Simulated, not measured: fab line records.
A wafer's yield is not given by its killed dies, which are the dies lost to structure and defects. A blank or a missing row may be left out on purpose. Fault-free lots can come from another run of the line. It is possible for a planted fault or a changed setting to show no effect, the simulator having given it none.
Chamber matching | flow gf180mcu | 4 sister chambers for GF_STI_WET_ETCH_17 on wet bench-01
The step etches Si3N4 in H3PO4, target depth 45 nm, time 514 s. 14 wafers are shown with their chamber, then 7 later ones without.

== WAFERS WITH THEIR CHAMBER ==
wafer  | chamber | bath heat duty pct (%) | bath guard temp C (C)
L595.1 | 2       | 30                     | 159.7
L595.4 | 2       | 31                     | 159.8
L595.5 | 2       | 32                     | 159.6
L596.1 | 3       | 28                     | 160.2
L596.3 | 3       | 26                     | 160.2
L596.6 | 3       | 25                     | 159.7
L597.1 | 2       | 33                     | 159.6
L597.2 | 2       | 30                     | 159.7
L597.5 | 2       | 32                     | 159.6
L598.3 | 0       | 23                     | 161.2
L598.5 | 0       | 22                     | 160.8
L598.6 | 0       | 23                     | 160.9
L599.2 | 1       | 24                     | 160.1
L599.3 | 1       | 26                     | 160.3

SIGNATURES (means of the wafers above)
reading            | chamber 0 | chamber 1 | chamber 2 | chamber 3 | scatter within a chamber
bath heat duty pct | 22.67     | 25.00     | 31.33     | 26.33     | 1.21
bath guard temp C  | 160.967   | 160.200   | 159.667   | 160.033   | 0.175
Rule: distance of a wafer from a chamber = root of the sum over the readings of ((wafer's reading minus chamber's mean) / reading's scatter) squared. The wafer belongs to the nearest chamber; if the next one is less than 2 further off, it can't be placed. How the scatter is found: for the shown wafers, subtract from each reading the mean of its chamber, square and add these, divide the total by (wafers less chambers), then take the root.

== WAFERS WITH NO CHAMBER GIVEN ==
wafer  | bath heat duty pct (%) | bath guard temp C (C)
L599.5 | 28                     | 160.2
L611.2 | 23                     | 161.0
L611.5 | 22                     | 160.2
L611.6 | 22                     | 160.7
L614.2 | 24                     | 159.8
L614.3 | 27                     | 159.8
L614.5 | 27                     | 160.1

== WHICH CHAMBER EACH WENT THROUGH ==
wafer  | from the rows above          | in truth
L599.5 | can't be placed: 3 or 1      | 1
L611.2 | 0                            | 0
L611.5 | can't be placed: 1 or 3 or 0 | 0
L611.6 | 0                            | 0
L614.2 | can't be placed: 3 or 1      | 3
L614.3 | can't be placed: 3 or 1      | 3
L614.5 | can't be placed: 3 or 1      | 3
2 of 7 placed correctly. Can't be placed from these rows: 5 (the true chamber is among the candidates in 5). Number placed wrongly: 0.
